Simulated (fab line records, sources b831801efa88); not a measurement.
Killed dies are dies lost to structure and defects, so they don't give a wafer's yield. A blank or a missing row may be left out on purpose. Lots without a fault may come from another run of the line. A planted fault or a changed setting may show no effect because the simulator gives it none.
fab line records | flow gf180mcu
record lots=5 wafers=15 last_day=34
route steps=602 shown V2@391 M3@409
lots that met no fault: from a run of the same line without faults
start_h: hours from the record's first day to the start of the lot's first wafer shown | wait_h: hours since the lot's step before | " the same as in the row above | L1.1+2: a row that stands for several wafers | - no value, or no start given | * or withheld: withheld | < > ~ a bound
route shown NAME@n: a module of which the file shows steps, and the number in the route of the first | usual: mean/standard deviation of fault-free wafers | same: alike in all rows | chamber/n: place in a boat | sites: the reading at each site | _std_site: their standard deviation | _edge_site: outer sites' mean less inner sites' | radius_mm: how far each site lies from the wafer's centre | mask NAME#n: copy n | behind: the tool/chamber that last shaped the wafer | hold: why the lot was held/for how many hours/how that ended | device: the transistor (n, p or np) that didn't switch | end of line: the same wafers' tests at the end of the route | a step without rows: its recipe alone | killed: dies lost to structure and defects at the first sort, not the wafer's yield | map: a wafer's dies, x killed, . not, _ none there
set.NAME: the setting as run; set.NAME@STEP: as run at that earlier step | model.NAME: the simulator's own value behind a step, which no gauge read
lots at some steps of the route; a table a step, a row a wafer
services: from which hour (start_h, from the record's first day; less than 0 if before it) a tool's chamber was out of use, for how many hours, and why
## steps
# step GF_V2_COAT_09
# recipe resist=KrF spin_rpm=withheld resist_thk_nm=1000
# columns lot.wafer tool chamber start_h wait_h
L077.1+2+5 litho_track-04 0 - -
L086.2+3+4 litho_track-04 0 - -
L088.1+2+6 litho_track-01 0 - -
L091.1+5+6 litho_track-01 0 - -
L096.1+2+3 litho_track-01 0 - -
# step GF_V2_SOFTBAKE_10
# recipe temp_c=130 time_s=60 resist=KrF
# columns lot.wafer tool chamber start_h wait_h
L077.1+2+5 litho_track-04 0 - -
L086.2+3+4 litho_track-04 0 - -
L088.1+2+6 litho_track-01 0 - -
L091.1+5+6 litho_track-01 0 - -
L096.1+2+3 litho_track-01 0 - -
# step GF_V2_EXPOSE_11
# recipe mask_id=Via2 target_cd_nm=260 na=0.68 source_shape=conventional sigma_outer=0.6 dose_mj=38
# usual exposure_dose_mJ_cm2=37.99/0.035
# columns lot.wafer tool chamber start_h wait_h mask exposure_dose_mJ_cm2
L077.1 krf_scanner-02 0 - - Via2#0 37.93
L077.2 " 0 " " Via2#0 38.00
L077.5 " 0 " " Via2#0 37.99
L086.2 krf_scanner-01 0 - - Via2#0 37.99
L086.3 " 0 " " Via2#0 37.95
L086.4 " 0 " " Via2#0 37.95
L088.1 krf_scanner-01 0 - - Via2#0 37.99
L088.2 " 0 " " Via2#0 37.98
L088.6 " 0 " " Via2#0 38.02
L091.1 krf_scanner-01 0 - - Via2#0 37.98
L091.5 " 0 " " Via2#0 38.04
L091.6 " 0 " " Via2#0 38.04
L096.1 krf_scanner-01 0 - - Via2#0 37.92
L096.2 " 0 " " Via2#0 37.96
L096.3 " 0 " " Via2#0 37.92
# step GF_V2_PEB_12
# recipe peb_temp_c=135 peb_time_s=90 resist=KrF
# columns lot.wafer tool chamber start_h wait_h
L077.1+2+5 litho_track-01 0 - -
L086.2+3+4 litho_track-04 0 - -
L088.1+2+6 litho_track-01 0 - -
L091.1+5+6 litho_track-02 0 - -
L096.1+2+3 litho_track-02 0 - -
# step GF_V2_DEVELOP_13
# recipe develop_time_s=60 resist=KrF dev_temp_c=21
# same develop_time_s=60
# columns lot.wafer tool chamber start_h wait_h
L077.1+2+5 litho_track-01 0 481.02 0.2
L086.2+3+4 litho_track-04 0 577.22 0.2
L088.1+2+6 litho_track-01 0 595.57 0.2
L091.1+5+6 litho_track-02 0 613.86 0.2
L096.1+2+3 litho_track-02 0 641.56 0.2
# step GF_V2_CD_MEAS_14
# recipe target_cd_nm=260
# usual cd_nm=260.2/1.5
# columns lot.wafer tool chamber start_h wait_h cd_nm
L077.1 cd_sem-02 - 481.17 0.1 261.8
L077.2 " - " " 261.3
L077.5 " - " " 261.6
L086.2 cd_sem-02 - 577.37 0.1 261.2
L086.3 " - " " 262.3
L086.4 " - " " 262.2
L088.1 cd_sem-01 - 595.72 0.1 262.0
L088.2 " - " " 262.7
L088.6 " - " " 262.4
L091.1 cd_sem-02 - 614.01 0.1 257.1
L091.5 " - " " 258.4
L091.6 " - " " 258.8
L096.1 cd_sem-01 - 641.71 0.1 260.6
L096.2 " - " " 259.6
L096.3 " - " " 259.7
# step GF_V2_OVL_MEAS_15
# usual V2_OVL=-3/5.9
# columns lot.wafer tool chamber start_h wait_h V2_OVL[nm]
L077.1 overlay-01 - 481.29 0.1 -3
L077.2 " - " " -1
L077.5 " - " " -1
L086.2 overlay-02 - 577.47 0.1 7
L086.3 " - " " -4
L086.4 " - " " 2
L088.1 overlay-02 - 595.84 0.1 -7
L088.2 " - " " -15
L088.6 " - " " -10
L091.1 overlay-02 - 614.13 0.1 2
L091.5 " - " " 4
L091.6 " - " " 3
L096.1 overlay-01 - 641.83 0.1 0
L096.2 " - " " 8
L096.3 " - " " -6
# step GF_V2_ETCH_16
# recipe chemistry=N2/H2 target_depth_a=withheld overetch_a=withheld time_s=withheld target=BARC ion_energy_ev=205.7 source_w=500 bias_w=100 pressure_mtorr=30 n2_flow_sccm=100 h2_flow_sccm=200
# usual drypump_motor_current_A=5.6/0.48 oes_product_au=0.855/0.0052 throttle_valve_pct=13.224/0.0091
# columns lot.wafer tool chamber start_h wait_h drypump_motor_current_A oes_product_au throttle_valve_pct
L077.1 rie_diel-03 3 481.33 0.0 4.9 0.849 13.237
L077.2 " 2 " " 5.7 0.859 13.243
L077.5 " 3 " " 4.9 0.855 13.221
L086.2 rie_diel-02 2 577.50 0.0 5.7 0.856 13.235
L086.3 " 1 " " 5.0 0.851 13.224
L086.4 " 3 " " 5.2 0.854 13.223
L088.1 rie_diel-02 0 595.88 0.0 6.5 0.865 13.215
L088.2 " 2 " " 5.7 0.866 13.229
L088.6 " 3 " " 5.2 0.862 13.218
L091.1 rie_diel-03 1 614.17 0.0 6.2 0.861 13.224
L091.5 " 0 " " 6.1 0.859 13.217
L091.6 " 3 " " 4.9 0.861 13.216
L096.1 rie_diel-02 1 641.87 0.0 5.0 0.855 13.227
L096.2 " 3 " " 5.2 0.865 13.220
L096.3 " 0 " " 6.4 0.849 13.219
# step GF_V2_ETCH_17
# recipe chemistry=C4F8/O2/Ar mask_material=KrF target=SiO2 stop_on=TiN source_w=1500 bias_w=1200 pressure_mtorr=40 c4f8_flow_sccm=withheld O2_flow_sccm=6 Ar_flow_sccm=300 time_s=withheld target_depth_a=6300
# usual oes_product_au=0.856/0.0041
# columns lot.wafer tool chamber start_h wait_h oes_product_au
L077.1 rie_diel-03 3 - - 0.859
L077.2 " 2 " " 0.851
L077.5 " 3 " " 0.854
L086.2 rie_diel-02 2 - - 0.858
L086.3 " 1 " " 0.860
L086.4 " 3 " " 0.857
L088.1 rie_diel-02 0 - - 0.859
L088.2 " 2 " " 0.850
L088.6 " 3 " " 0.856
L091.1 rie_diel-03 1 - - 0.860
L091.5 " 0 " " 0.855
L091.6 " 3 " " 0.854
L096.1 rie_diel-02 1 - - 0.855
L096.2 " 3 " " 0.858
L096.3 " 0 " " 0.859
# step GF_V2_STRIP_18
# recipe chemistry=O2/N2 power_w=1400 pressure_mtorr=1500 platen_temp_c=250 o2_flow_sccm=3000 n2_flow_sccm=300 overash_fraction=0.5
# usual drypump_motor_current_A=5.7/0.57 heater_power_w=333/35 oes_product_au=0.592/0.0047
# columns lot.wafer tool chamber start_h wait_h drypump_motor_current_A heater_power_w oes_product_au rf_hours_counter_h
L077.1 plasma_asher-03 0 481.46 - 6.2 320 0.592 71
L077.2 " 1 " " 6.2 349 0.587 71
L077.5 " 1 " " 6.2 343 0.592 -
L086.2 plasma_asher-01 0 577.63 - 6.4 380 0.593 13
L086.3 " 1 " " 5.6 375 0.589 -
L086.4 " 0 " " 6.5 392 0.595 -
L088.1 plasma_asher-01 0 596.01 - 6.4 401 0.591 15
L088.2 " 1 " " 5.6 367 0.592 15
L088.6 " 1 " " 5.6 359 0.595 -
L091.1 plasma_asher-01 1 614.30 - 5.6 373 0.589 17
L091.5 " 1 " " 5.6 367 0.599 -
L091.6 " 0 " " 6.5 389 0.595 -
L096.1 plasma_asher-04 0 642.00 - 5.7 303 0.596 106
L096.2 " 1 " " 4.8 284 0.589 106
L096.3 " 1 " " 4.8 294 0.596 -
# step GF_V2_STRIP_19
# recipe chemistry=post_etch_residue_remover time_s=1200 temp_c=72.5
# columns lot.wafer tool chamber start_h wait_h
L077.1+2+5 wet_bench-03 2 481.56 0.1
L086.2+3+4 wet_bench-01 2 577.81 0.1
L088.1+2+6 wet_bench-03 1 596.11 0.1
L091.1+5+6 wet_bench-03 0 614.40 0.1
L096.1+2+3 wet_bench-02 0 642.10 0.1
# step GF_V2_CLEAN_20
# recipe chemistry=DIW dry=n2_spin
# columns lot.wafer tool chamber start_h wait_h
L077.1+2+5 wet_bench-02 1 481.90 0.0
L086.2+3+4 wet_bench-02 0 578.15 0.0
L088.1+2+6 wet_bench-02 0 596.45 0.0
L091.1+5+6 wet_bench-01 1 614.77 0.0
L096.1+2+3 wet_bench-03 3 642.47 0.0
# step GF_V2_SPUTTER_21
# recipe material=Ti target_thk_nm=15 chamber_pressure_pa=5 power_w=2500 substrate_temp_c=200 time_s=80.02
# usual substrate_temp_c=199.99/0.18 throttle_valve_pct=29.9/1.2
# columns lot.wafer tool chamber start_h wait_h substrate_temp_c throttle_valve_pct
L077.1 pvd_sputter-03 - 481.99 0.0 199.95 31.2
L077.2 " - " " 200.13 27.8
L077.5 " - " " 199.87 30.5
L086.2 pvd_sputter-03 - 578.24 0.0 200.02 27.8
L086.3 " - " " 199.92 30.5
L086.4 " - " " 199.97 31.6
L088.1 pvd_sputter-03 - 596.56 0.0 200.05 31.3
L088.2 " - " " 200.06 30.5
L088.6 " - " " 199.83 28.3
L091.1 pvd_sputter-04 - 614.86 0.0 200.24 31.2
L091.5 " - " " 199.79 31.9
L091.6 " - " " 200.10 28.4
L096.1 pvd_sputter-04 - 642.56 0.0 199.86 30.5
L096.2 " - " " 199.98 31.2
L096.3 " - " " 199.88 29.1
# step GF_V2_SPUTTER_22
# recipe material=TiN target_thk_nm=10 chamber_pressure_pa=5 power_w=4000 time_s=40
# usual throttle_valve_pct=29.9/1.2
# columns lot.wafer tool chamber start_h wait_h throttle_valve_pct
L077.1 pvd_sputter-03 - 482.05 0.0 31.1
L077.2 " - " " 28.0
L077.5 " - " " 30.3
L086.2 pvd_sputter-03 - 578.30 0.0 28.3
L086.3 " - " " 30.4
L086.4 " - " " 31.1
L088.1 pvd_sputter-03 - 596.62 0.0 30.9
L088.2 " - " " 30.3
L088.6 " - " " 27.9
L091.1 pvd_sputter-04 - 614.92 0.0 31.2
L091.5 " - " " 31.5
L091.6 " - " " 29.0
L096.1 pvd_sputter-04 - 642.62 0.0 30.0
L096.2 " - " " 31.4
L096.3 " - " " 28.7
# step GF_V2_CVD_23
# recipe material=W target_thk_nm=350 time_s=104.94 temp_c=400 pressure_torr=40
# usual chamber_pressure_Torr=40.00/0.1 heater_power_w=818/51 susceptor_temp_C=400.01/0.2
# columns lot.wafer tool chamber start_h wait_h chamber_pressure_Torr heater_power_w susceptor_temp_C
L077.1 cvd_w-02 0 482.09 0.0 39.81 896 400.02
L077.2 " 1 " " 39.91 766 399.86
L077.5 " 1 " " 40.02 783 400.02
L086.2 cvd_w-01 1 578.34 0.0 39.89 813 400.17
L086.3 " 0 " " 40.19 767 399.95
L086.4 " 1 " " 40.23 811 400.27
L088.1 cvd_w-02 0 596.66 0.0 40.03 884 400.00
L088.2 " 1 " " 40.02 787 400.06
L088.6 " 0 " " 39.93 891 400.26
L091.1 cvd_w-02 0 614.96 0.0 40.00 878 400.40
L091.5 " 0 " " 40.18 898 400.05
L091.6 " 1 " " 39.98 783 399.72
L096.1 cvd_w-01 0 642.66 0.0 40.08 789 400.13
L096.2 " 1 " " 40.16 811 400.05
L096.3 " 1 " " 40.05 841 400.00
# step GF_V2_RS_MEAS_24
# recipe thk_meas_gauge=four-point-probe reads=W_of_V2_CVD_23+TiN_of_V2_SPUTTER_22+Ti_of_V2_SPUTTER_21
# usual V2_W_RS=0.3270/0.0028
# columns lot.wafer tool chamber start_h wait_h V2_W_RS[ohm/sq]
L077.1 film_metro-04 - 482.20 0.1 0.3234
L077.2 " - " " 0.3277
L077.5 " - " " 0.3254
L086.2 film_metro-01 - 578.47 0.1 0.3285
L086.3 " - " " 0.3253
L086.4 " - " " 0.3269
L088.1 film_metro-01 - 596.77 0.1 0.3276
L088.2 " - " " 0.3313
L088.6 " - " " 0.3283
L091.1 film_metro-01 - 615.07 0.1 0.3319
L091.5 " - " " 0.3298
L091.6 " - " " 0.3331
L096.1 film_metro-02 - 642.77 0.1 0.3239
L096.2 " - " " 0.3227
L096.3 " - " " 0.3268
# step GF_V2_THK_MEAS_25
# recipe thk_meas_gauge=xrf reads=W_of_V2_CVD_23
# usual V2_W_THK=335/3.8
# columns lot.wafer tool chamber start_h wait_h V2_W_THK[nm]
L077.1 film_metro-04 - 482.32 0.1 335
L077.2 " - " " 331
L077.5 " - " " 335
L086.2 film_metro-01 - 578.58 0.1 331
L086.3 " - " " 338
L086.4 " - " " 336
L088.1 film_metro-01 - 596.89 0.1 333
L088.2 " - " " 332
L088.6 " - " " 335
L091.1 film_metro-01 - 615.19 0.1 330
L091.5 " - " " 330
L091.6 " - " " 326
L096.1 film_metro-02 - 642.89 0.1 344
L096.2 " - " " 344
L096.3 " - " " 340
# step GF_V2_CMP_26
# recipe stop_on=SiO2 down_force_psi=3.5 platen_rpm=60 t_overpolish_s=15 target_thk_nm=0 pad_velocity_m_s=0.94248
# usual motor_current_A=11.2/1 overpolish_run_s=15.000/0.0086 time_to_endpoint_s=87.1/3
# columns lot.wafer tool chamber start_h wait_h motor_current_A overpolish_run_s time_to_endpoint_s
L077.2 cmp-02 2 482.38 0.0 10.8 14.981 90.1
L077.1 " 1 " " 11.0 15.001 87.4
L077.5 " 3 " " 12.6 15.005 86.9
L086.3 cmp-01 0 578.63 0.0 12.5 15.026 89.0
L086.2 " 1 " " 10.7 15.009 89.7
L086.4 " 3 " " 11.1 14.996 86.2
L088.2 cmp-02 1 596.95 0.0 11.0 15.004 85.1
L088.1 " 0 " " 10.6 14.998 86.8
L088.6 " 1 " " 10.2 14.988 86.6
L091.1 cmp-02 3 615.26 0.1 13.5 14.998 86.7
L091.6 " 3 " " 12.1 15.003 85.6
L091.5 " 0 " " 10.0 14.990 86.8
L096.1 cmp-02 0 642.95 0.1 11.0 15.000 86.5
L096.2 " 1 " " 11.2 14.992 88.1
L096.3 " 2 " " 10.6 14.995 89.1
# step GF_M3_SPUTTER_00
# recipe material=Ti target_thk_nm=37.5 arriving_ion_energy_ev=80 substrate_temp_c=200 chamber_pressure_pa=2 power_w=4000 time_s=150
# usual substrate_temp_c=199.97/0.16 throttle_valve_pct=29.6/1.1
# columns lot.wafer tool chamber start_h wait_h substrate_temp_c throttle_valve_pct
L077.1 pvd_sputter-01 - 482.68 0.1 199.87 27.5
L077.2 " - " " 200.02 30.4
L077.5 " - " " 200.00 30.3
L086.2 pvd_sputter-02 - 578.93 0.2 199.98 29.9
L086.3 " - " " 199.81 28.2
L086.4 " - " " 199.95 28.7
L088.1 pvd_sputter-04 - 597.25 0.1 199.87 28.4
L088.2 " - " " 200.32 31.6
L088.6 " - " " 199.76 30.3
L091.1 pvd_sputter-02 - 615.56 0.2 199.80 30.3
L091.5 " - " " 200.15 29.8
L091.6 " - " " 199.74 29.0
L096.1 pvd_sputter-01 - 643.25 0.2 200.17 28.8
L096.2 " - " " 200.08 27.4
L096.3 " - " " 200.23 29.6
# step GF_M3_SPUTTER_01
# recipe material=TiN target_thk_nm=30 power_w=6500 time_s=25 chamber_pressure_pa=0.4
# usual throttle_valve_pct=29.6/1.1
# columns lot.wafer tool chamber start_h wait_h throttle_valve_pct
L077.1 pvd_sputter-01 - 482.78 0.1 27.6
L077.2 " - " " 30.4
L077.5 " - " " 30.3
L086.2 pvd_sputter-02 - 579.03 0.1 29.9
L086.3 " - " " 28.6
L086.4 " - " " 28.9
L088.1 pvd_sputter-04 - 597.35 0.1 28.8
L088.2 " - " " 32.0
L088.6 " - " " 30.1
L091.1 pvd_sputter-02 - 615.66 0.1 30.4
L091.5 " - " " 29.9
L091.6 " - " " 28.7
L096.1 pvd_sputter-01 - 643.35 0.1 28.6
L096.2 " - " " 27.5
L096.3 " - " " 29.1
# step GF_M3_SPUTTER_02
# recipe material=AlCu target_thk_nm=450 power_w=10600 time_s=23.9 chamber_pressure_pa=0.4
# usual throttle_valve_pct=29.6/1.1
# columns lot.wafer tool chamber start_h wait_h throttle_valve_pct
L077.1 pvd_sputter-01 - 482.81 0.0 27.8
L077.2 " - " " 30.1
L077.5 " - " " 30.3
L086.2 pvd_sputter-02 - 579.06 0.0 29.9
L086.3 " - " " 28.6
L086.4 " - " " 28.6
L088.1 pvd_sputter-04 - 597.38 0.0 29.0
L088.2 " - " " 31.6
L088.6 " - " " 30.2
L091.1 pvd_sputter-02 - 615.69 0.0 30.4
L091.5 " - " " 29.9
L091.6 " - " " 28.6
L096.1 pvd_sputter-01 - 643.39 0.0 28.8
L096.2 " - " " 27.5
L096.3 " - " " 29.3
# step GF_M3_SPUTTER_03
# recipe material=Ti target_thk_nm=10 substrate_temp_c=300 chamber_pressure_pa=0.2961 power_w=3000 time_s=6.7
# usual substrate_temp_c=300.00/0.19 throttle_valve_pct=29.6/1.2
# columns lot.wafer tool chamber start_h wait_h substrate_temp_c throttle_valve_pct
L077.1 pvd_sputter-01 - 482.84 0.0 300.06 27.4
L077.2 " - " " 299.68 30.1
L077.5 " - " " 299.87 30.3
L086.2 pvd_sputter-02 - 579.09 0.0 299.84 29.6
L086.3 " - " " 299.77 28.6
L086.4 " - " " 300.12 28.8
L088.1 pvd_sputter-04 - 597.41 0.0 299.85 28.9
L088.2 " - " " 299.86 31.8
L088.6 " - " " 300.35 30.3
L091.1 pvd_sputter-02 - 615.72 0.0 300.38 30.3
L091.5 " - " " 300.02 29.9
L091.6 " - " " 300.24 28.6
L096.1 pvd_sputter-01 - 643.41 0.0 300.11 28.9
L096.2 " - " " 299.75 27.1
L096.3 " - " " 299.66 28.9
# step GF_M3_SPUTTER_04
# recipe material=TiN target_thk_nm=50 power_w=6500 time_s=41.7 chamber_pressure_pa=0.4
# usual throttle_valve_pct=29.6/1.1
# columns lot.wafer tool chamber start_h wait_h throttle_valve_pct
L077.1 pvd_sputter-01 - 482.86 0.0 27.5
L077.2 " - " " 30.3
L077.5 " - " " 30.3
L086.2 pvd_sputter-02 - 579.11 0.0 29.9
L086.3 " - " " 28.5
L086.4 " - " " 28.8
L088.1 pvd_sputter-04 - 597.43 0.0 28.6
L088.2 " - " " 31.5
L088.6 " - " " 30.2
L091.1 pvd_sputter-02 - 615.74 0.0 30.2
L091.5 " - " " 29.9
L091.6 " - " " 28.9
L096.1 pvd_sputter-01 - 643.44 0.0 28.7
L096.2 " - " " 27.2
L096.3 " - " " 29.4
# step GF_M3_RS_MEAS_05
# recipe thk_meas_gauge=four-point-probe reads=TiN_of_M3_SPUTTER_04+Ti_of_M3_SPUTTER_03+AlCu_of_M3_SPUTTER_02+TiN_of_M3_SPUTTER_01+Ti_of_M3_SPUTTER_00
# usual M3_ALCU_RS=0.0697/0.00081
# columns lot.wafer tool chamber start_h wait_h M3_ALCU_RS[ohm/sq]
L077.1 film_metro-01 - 482.90 0.0 0.0697
L077.2 " - " " 0.0696
L077.5 " - " " 0.0696
L086.2 film_metro-03 - 579.17 0.0 0.0701
L086.3 " - " " 0.0701
L086.4 " - " " 0.0695
L088.1 film_metro-01 - 597.47 0.0 0.0692
L088.2 " - " " 0.0691
L088.6 " - " " 0.0694
L091.1 film_metro-04 - 615.78 0.0 0.0694
L091.5 " - " " 0.0699
L091.6 " - " " 0.0688
L096.1 film_metro-01 - 643.48 0.0 0.0697
L096.2 " - " " 0.0694
L096.3 " - " " 0.0694
# step GF_M3_THK_MEAS_06
# recipe thk_meas_gauge=xrf reads=AlCu_of_M3_SPUTTER_02
# usual M3_ALCU_THK=447/6
# columns lot.wafer tool chamber start_h wait_h M3_ALCU_THK[nm]
L077.1 film_metro-01 - 483.02 0.1 448
L077.2 " - " " 449
L077.5 " - " " 453
L086.2 film_metro-03 - 579.28 0.1 441
L086.3 " - " " 440
L086.4 " - " " 444
L088.1 film_metro-01 - 597.59 0.1 450
L088.2 " - " " 452
L088.6 " - " " 450
L091.1 film_metro-04 - 615.90 0.1 452
L091.5 " - " " 449
L091.6 " - " " 454
L096.1 film_metro-01 - 643.60 0.1 451
L096.2 " - " " 453
L096.3 " - " " 453
# step GF_M3_DEHYDRATE_07
# recipe temp_c=200 time_s=60
# columns lot.wafer tool chamber start_h wait_h
L077.1+2+5 litho_track-04 0 494.15 11.1
L086.2+3+4 litho_track-04 0 589.72 10.4
L088.1+2+6 litho_track-03 0 607.27 9.7
L091.1+5+6 litho_track-02 0 625.06 9.2
L096.1+2+3 litho_track-04 0 652.85 9.2
# step GF_M3_HMDS_08
# recipe prime_time_s=60 prime_temp_c=120
# columns lot.wafer tool chamber start_h wait_h
L077.1+2+5 litho_track-04 0 494.30 0.1
L086.2+3+4 litho_track-04 0 589.87 0.1
L088.1+2+6 litho_track-03 0 607.42 0.1
L091.1+5+6 litho_track-02 0 625.21 0.1
L096.1+2+3 litho_track-04 0 653.00 0.1
# step GF_M3_COAT_09
# recipe resist=KrF spin_rpm=withheld resist_thk_nm=1000
# columns lot.wafer tool chamber start_h wait_h
L077.1+2+5 litho_track-04 0 494.45 0.1
L086.2+3+4 litho_track-04 0 590.02 0.1
L088.1+2+6 litho_track-03 0 607.57 0.1
L091.1+5+6 litho_track-02 0 625.36 0.1
L096.1+2+3 litho_track-04 0 653.15 0.1
# step GF_M3_SOFTBAKE_10
# recipe temp_c=130 time_s=60 resist=KrF
# columns lot.wafer tool chamber start_h wait_h
L077.1+2+5 litho_track-04 0 494.60 0.1
L086.2+3+4 litho_track-04 0 590.17 0.1
L088.1+2+6 litho_track-03 0 607.72 0.1
L091.1+5+6 litho_track-02 0 625.51 0.1
L096.1+2+3 litho_track-04 0 653.30 0.1
# step GF_M3_EXPOSE_11
# recipe mask_id=Metal3 target_cd_nm=280 na=0.68 source_shape=conventional sigma_outer=0.6 dose_mj=28
# usual exposure_dose_mJ_cm2=28.005/0.024
# columns lot.wafer tool chamber start_h wait_h mask exposure_dose_mJ_cm2
L077.1 krf_scanner-01 0 - - Metal3#0 27.982
L077.2 " 0 " " Metal3#0 28.017
L077.5 " 0 " " Metal3#0 27.963
L086.2 krf_scanner-01 0 - - Metal3#0 28.030
L086.3 " 0 " " Metal3#0 28.038
L086.4 " 0 " " Metal3#0 28.051
L088.1 krf_scanner-02 0 - - Metal3#0 28.023
L088.2 " 0 " " Metal3#0 27.991
L088.6 " 0 " " Metal3#0 28.032
L091.1 krf_scanner-02 0 - - Metal3#0 28.003
L091.5 " 0 " " Metal3#0 27.998
L091.6 " 0 " " Metal3#0 28.009
L096.1 krf_scanner-01 0 - - Metal3#0 27.986
L096.2 " 0 " " Metal3#0 28.010
L096.3 " 0 " " Metal3#0 28.004
# step GF_M3_PEB_12
# recipe peb_temp_c=135 peb_time_s=90 resist=KrF
# columns lot.wafer tool chamber start_h wait_h
L077.1+2+5 litho_track-04 0 - -
L086.2+3+4 litho_track-03 0 - -
L088.1+2+6 litho_track-02 0 - -
L091.1+5+6 litho_track-02 0 - -
L096.1+2+3 litho_track-03 0 - -
# step GF_M3_DEVELOP_13
# recipe develop_time_s=60 dev_temp_c=21
# same develop_time_s=60
# columns lot.wafer tool chamber start_h wait_h
L077.1+2+5 litho_track-04 0 506.00 0.2
L086.2+3+4 litho_track-03 0 600.69 0.2
L088.1+2+6 litho_track-02 0 617.86 0.2
L091.1+5+6 litho_track-02 0 635.76 0.2
L096.1+2+3 litho_track-03 0 662.82 0.2
# step GF_M3_CD_MEAS_14
# recipe target_cd_nm=280
# usual cd_nm=280.0/1.2
# columns lot.wafer tool chamber start_h wait_h cd_nm
L077.1 cd_sem-01 - 506.15 0.1 280.1
L077.2 " - " " 278.6
L077.5 " - " " 279.2
L086.2 cd_sem-01 - 600.84 0.1 279.4
L086.3 " - " " 279.5
L086.4 " - " " 280.0
L088.1 cd_sem-02 - 618.01 0.1 281.0
L088.2 " - " " 281.4
L088.6 " - " " 280.2
L091.1 cd_sem-01 - 635.91 0.1 280.5
L091.5 " - " " 279.4
L091.6 " - " " 279.1
L096.1 cd_sem-02 - 662.97 0.1 280.0
L096.2 " - " " 279.8
L096.3 " - " " 280.3
# step GF_M3_OVL_MEAS_15
# usual M3_OVL=5/5.8
# columns lot.wafer tool chamber start_h wait_h M3_OVL[nm]
L077.1 overlay-01 - 506.27 0.1 5
L077.2 " - " " -1
L077.5 " - " " 11
L086.2 overlay-01 - 600.94 0.1 5
L086.3 " - " " 4
L086.4 " - " " 12
L088.1 overlay-01 - 618.13 0.1 -3
L088.2 " - " " -3
L088.6 " - " " 4
L091.1 overlay-02 - 636.03 0.1 -11
L091.5 " - " " 2
L091.6 " - " " 3
L096.1 overlay-02 - 663.09 0.1 8
L096.2 " - " " 2
L096.3 " - " " 7
# step GF_M3_METAL_ETCH_16
# recipe chemistry=Cl2/BCl3 mask_material=KrF target_depth_nm=627.5 stop_on=SiO2 pressure_mtorr=8 icp_w=800 bias_w=140 Cl2_flow_sccm=80 bcl3_flow_sccm=40 time_s=104.6
# usual drypump_motor_current_A=5.95/0.3 oes_product_au=0.970/0.0071 throttle_valve_pct=28.251/0.011
# columns lot.wafer tool chamber start_h wait_h drypump_motor_current_A oes_product_au rf_hours_counter_h throttle_valve_pct
L077.1 rie_metal-03 0 506.30 0.0 5.74 0.976 1 28.256
L077.2 " 1 " " 6.32 0.971 10 28.250
L077.5 " 0 " " 5.74 0.974 - 28.243
L086.2 rie_metal-04 1 600.97 0.0 5.80 0.967 2 28.245
L086.3 " 1 " " 5.80 0.971 - 28.253
L086.4 " 0 " " 5.57 0.967 - 28.256
L088.1 rie_metal-01 1 618.17 0.0 5.80 0.969 13 28.244
L088.2 " 0 " " 6.36 0.972 10 28.258
L088.6 " 0 " " 6.33 0.977 - 28.246
L091.1 rie_metal-04 0 636.07 0.0 5.56 0.971 4 28.261
L091.5 " 0 " " 5.57 0.977 - 28.249
L091.6 " 1 " " 5.81 0.975 - 28.262
L096.1 rie_metal-01 0 663.12 0.0 6.32 0.964 12 28.251
L096.2 " 1 " " 5.77 0.972 1 28.250
L096.3 " 0 " " 6.33 0.963 - 28.247
# step GF_M3_STRIP_17
# recipe chemistry=O2/N2 power_w=1400 pressure_mtorr=1500 platen_temp_c=250 o2_flow_sccm=3000 n2_flow_sccm=300 overash_fraction=0.5
# usual drypump_motor_current_A=5.7/0.51 heater_power_w=336/27 oes_product_au=0.557/0.005 strip_time_to_endpoint_s=7.85/0.035
# columns lot.wafer tool chamber start_h wait_h drypump_motor_current_A heater_power_w oes_product_au rf_hours_counter_h strip_time_to_endpoint_s
L077.1 plasma_asher-03 0 506.42 0.1 6.2 317 0.556 74 7.88
L077.2 " 1 " " 6.2 346 0.560 74 7.85
L077.5 " 0 " " 6.2 320 0.557 - 7.87
L086.2 plasma_asher-03 1 601.09 0.1 6.2 352 0.560 84 7.82
L086.3 " 0 " " 6.2 317 0.557 - 7.82
L086.4 " 1 " " 6.2 339 0.555 - 7.85
L088.1 plasma_asher-03 1 618.28 0.1 6.2 350 0.561 86 7.85
L088.2 " 0 " " 6.2 315 0.547 86 7.82
L088.6 " 0 " " 6.2 318 0.554 - 7.83
L091.1 plasma_asher-02 1 636.18 0.1 6.0 357 0.560 54 7.83
L091.5 " 0 " " 5.2 368 0.550 - 7.85
L091.6 " 1 " " 6.0 361 0.556 - 7.84
L096.1 plasma_asher-02 0 663.24 0.1 5.2 369 0.562 57 7.88
L096.2 " 1 " " 6.0 360 0.557 57 7.86
L096.3 " 0 " " 5.2 367 0.561 - 7.86
# step GF_M3_STRIP_18
# recipe chemistry=post_etch_residue_remover time_s=1200 temp_c=72.5
# columns lot.wafer tool chamber start_h wait_h
L077.1+2+5 wet_bench-01 0 506.52 0.1
L086.2+3+4 wet_bench-03 0 601.19 0.1
L088.1+2+6 wet_bench-03 1 618.38 0.1
L091.1+5+6 wet_bench-03 2 636.28 0.1
L096.1+2+3 wet_bench-04 2 663.34 0.1
# step GF_M3_CLEAN_19
# recipe chemistry=DIW dry=n2_spin
# columns lot.wafer tool chamber start_h wait_h
L077.1+2+5 wet_bench-01 2 506.89 0.0
L086.2+3+4 wet_bench-04 0 601.56 0.0
L088.1+2+6 wet_bench-01 3 618.75 0.0
L091.1+5+6 wet_bench-01 2 636.62 0.0
L096.1+2+3 wet_bench-03 3 663.71 0.0
## services
# columns tool chamber start_h hours kind
plasma_asher-03 - 447.28 5.6 repair
wet_bench-03 - 447.29 1.5 repair
pvd_sputter-01 - 451.92 1.4 repair
pvd_sputter-04 - 459.30 3.5 repair
rie_diel-03 3 481.72 8.6 repair
krf_scanner-01 - 502.23 0.6 repair
wet_bench-03 - 504.39 3.5 repair
rie_diel-02 3 516.42 2.4 repair
rie_diel-03 0 541.17 9.8 repair
wet_bench-03 - 544.07 1.9 pm
pvd_sputter-03 - 561.38 0.7 repair
plasma_asher-03 - 561.58 5.1 repair
pvd_sputter-02 - 581.45 1.3 repair
cmp-02 - 588.57 2.1 repair
krf_scanner-01 - 591.24 4.0 pm
krf_scanner-01 - 595.26 1.3 pm
krf_scanner-01 - 596.56 1.0 pm
krf_scanner-01 - 614.37 0.8 pm
plasma_asher-03 - 614.87 2.1 repair
wet_bench-01 - 624.77 1.9 pm
cmp-02 - 625.36 3.4 pm
rie_diel-02 - 632.01 2.8 pm
rie_diel-02 0 634.97 1.2 repair
pvd_sputter-02 - 636.00 3.1 repair
## key
fault none
